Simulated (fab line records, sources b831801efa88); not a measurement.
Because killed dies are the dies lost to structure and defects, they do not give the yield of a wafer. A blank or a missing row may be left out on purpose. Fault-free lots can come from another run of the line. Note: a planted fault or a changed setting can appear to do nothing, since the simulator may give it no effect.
Which tool is to blame?    flow gf180mcu    14 lots with 42 wafers sampled at 4 steps, on a route of 602 steps

== WHAT THE GAUGES SHOWED, per wafer ==
GF_M4_CD_MEAS_14 targets a cd of 280 nm.
lot   measured      on         cd_nm (nm)
L124  day 23 15:31  cd_sem-02  280.3 279.4 281.4
L125  day 23 21:03  cd_sem-02  281.6 280.5 281.0
L126  day 24 11:16  cd_sem-02  282.0 281.6 281.8
L127  day 24 17:36  cd_sem-02  280.6 280.6 280.3
L131  day 26 01:15  cd_sem-02  279.2 278.6 278.8
L132  day 26 12:30  cd_sem-01  279.4 280.2 280.5
L133  day 26 17:42  cd_sem-01  280.0 279.2 281.1
L135  day 27 06:38  cd_sem-02  280.3 280.7 279.8
L136  day 27 22:55  cd_sem-01  282.8 284.2 284.5
L137  day 28 01:52  cd_sem-02  278.0 279.2 280.0
L139  day 28 16:46  cd_sem-02  278.4 278.7 276.6
L140  day 28 20:59  cd_sem-01  279.8 279.8 280.5
L142  day 29 12:37  cd_sem-01  281.1 281.1 279.6
L143  day 29 21:55  cd_sem-01  279.6 278.9 279.6

GF_MIM_THK_MEAS_06.
lot   measured      on             MIM_CVD_05_THK (nm)
L124  day 24 18:27  film_metro-03  41.4 41.9 42.3
L125  day 24 23:13  film_metro-03  42.1 41.8 42.6
L126  day 25 13:06  film_metro-01  41.1 41.0 41.9
L127  day 25 19:20  film_metro-02  42.2 42.1 42.4
L131  day 27 00:48  film_metro-01  41.9 42.4 42.3
L132  day 27 12:26  film_metro-01  41.3 42.0 42.4
L133  day 27 17:35  film_metro-01  41.8 41.9 42.5
L135  day 28 05:52  film_metro-02  42.3 41.7 42.6
L136  day 28 21:34  film_metro-01  41.4 42.5 42.2
L137  day 29 00:24  film_metro-01  41.9 42.2 42.3
L139  day 29 15:04  film_metro-03  41.5 41.3 41.8
L140  day 29 19:18  film_metro-02  41.7 41.9 31.2
L142  day 30 09:41  film_metro-03  41.9 42.3 42.9
L143  day 30 17:58  film_metro-02  31.0 42.1 31.8

== WHICH TOOL RAN EACH LOT (tool, then ch and the chambers of the sampled wafers, then the start) ==
lot   GF_V3_SPUTTER_22              GF_MIM_CVD_05
L124  pvd_sputter-02, day 22 15:26  pecvd-04 ch 0,1, day 24 18:25
L125  pvd_sputter-03, day 22 21:16  pecvd-04 ch 1,2, day 24 23:11
L126  pvd_sputter-03, day 23 12:14  pecvd-01 ch 0,1,2, day 25 13:04
L127  pvd_sputter-03, day 23 17:56  pecvd-01 ch 0,1,2, day 25 19:19
L131  pvd_sputter-04, day 25 03:02  pecvd-03 ch 0,1,2, day 27 00:46
L132  pvd_sputter-04, day 25 14:48  pecvd-03 ch 0,1,2, day 27 12:23
L133  pvd_sputter-04, day 25 20:29  pecvd-03 ch 0,1,2, day 27 17:33
L135  pvd_sputter-04, day 26 08:26  pecvd-03 ch 0,1,2, day 28 05:50
L136  pvd_sputter-04, day 27 02:43  pecvd-04 ch 0,2, day 28 21:32
L137  pvd_sputter-02, day 27 05:09  pecvd-04 ch 0,1, day 29 00:22
L139  pvd_sputter-02, day 27 20:16  pecvd-01 ch 1,2, day 29 15:01
L140  pvd_sputter-02, day 28 01:02  pecvd-04 ch 0,2, day 29 19:16
L142  pvd_sputter-03, day 28 16:31  pecvd-03 ch 0, day 30 09:37
L143  pvd_sputter-02, day 29 02:38  pecvd-04 ch 1,2, day 30 17:56
- GF_V3_SPUTTER_22: material TiN, target thk 10 nm, time 40 s.
- GF_MIM_CVD_05: deposits Si3N4, target thk 42 nm, time 29.086 s.

== WHAT THE TOOLS THEMSELVES READ (means of the sampled wafers that have a number; where no wafer has one, the mark that the record gives instead) ==
GF_V3_SPUTTER_22.
lot   tool            throttle_valve_pct (%)
L124  pvd_sputter-02  29.7
L125  pvd_sputter-03  30.6
L126  pvd_sputter-03  30.1
L127  pvd_sputter-03  31.4
L131  pvd_sputter-04  29.7
L132  pvd_sputter-04  28.8
L133  pvd_sputter-04  28.8
L135  pvd_sputter-04  29.8
L136  pvd_sputter-04  28.8
L137  pvd_sputter-02  29.2
L139  pvd_sputter-02  29.5
L140  pvd_sputter-02  29.6
L142  pvd_sputter-03  30.8
L143  pvd_sputter-02  29.6

GF_MIM_CVD_05.
lot   tool      heater_power_w (W)
L124  pecvd-04  776
L125  pecvd-04  719
L126  pecvd-01  611
L127  pecvd-01  666
L131  pecvd-03  677
L132  pecvd-03  645
L133  pecvd-03  651
L135  pecvd-03  663
L136  pecvd-04  670
L137  pecvd-04  655
L139  pecvd-01  585
L140  pecvd-04  646
L142  pecvd-03  668
L143  pecvd-04  789

== THE ANSWER, worked out from the rows above alone ==
Rule: the usual values come from the lots themselves. Put in order of their means at a reading, lots are off if they are a third of the lots or fewer, leave a main group of 4 or more, and stand apart from it by a gap of 3 or more times the standard deviation of the main group's means; of several such gaps the widest counts. If all means in a main group match to the digits the tables above print for the reading, that group is not used. A lot without any number at a reading at which 4 lots or more have one is off too. All remaining lots with rows at the step are treated as sound. The gauges are gone through in route order, then the tools' own readings, and for those a lot's mean is taken as printed above. At the first step where some lot is off, the reading lying furthest off is the one used; lots without a number count as furthest.
Off: L140, L143, at GF_MIM_THK_MEAS_06 (MIM_CVD_05_THK). The main group has a mean of 42.0 nm with a standard deviation of 0.29.
A tool fits if, at a process step before that reading, it ran every lot that is off, and no sound lot after the first of them. The gauges at GF_MIM_THK_MEAS_06 are tried like those tools. Can't be told from this: 3 tools fit, pvd_sputter-02 at GF_V3_SPUTTER_22, pecvd-04 at GF_MIM_CVD_05, film_metro-02 at GF_MIM_THK_MEAS_06.

== WHAT WAS PUT IN BY THE SIMULATOR ==
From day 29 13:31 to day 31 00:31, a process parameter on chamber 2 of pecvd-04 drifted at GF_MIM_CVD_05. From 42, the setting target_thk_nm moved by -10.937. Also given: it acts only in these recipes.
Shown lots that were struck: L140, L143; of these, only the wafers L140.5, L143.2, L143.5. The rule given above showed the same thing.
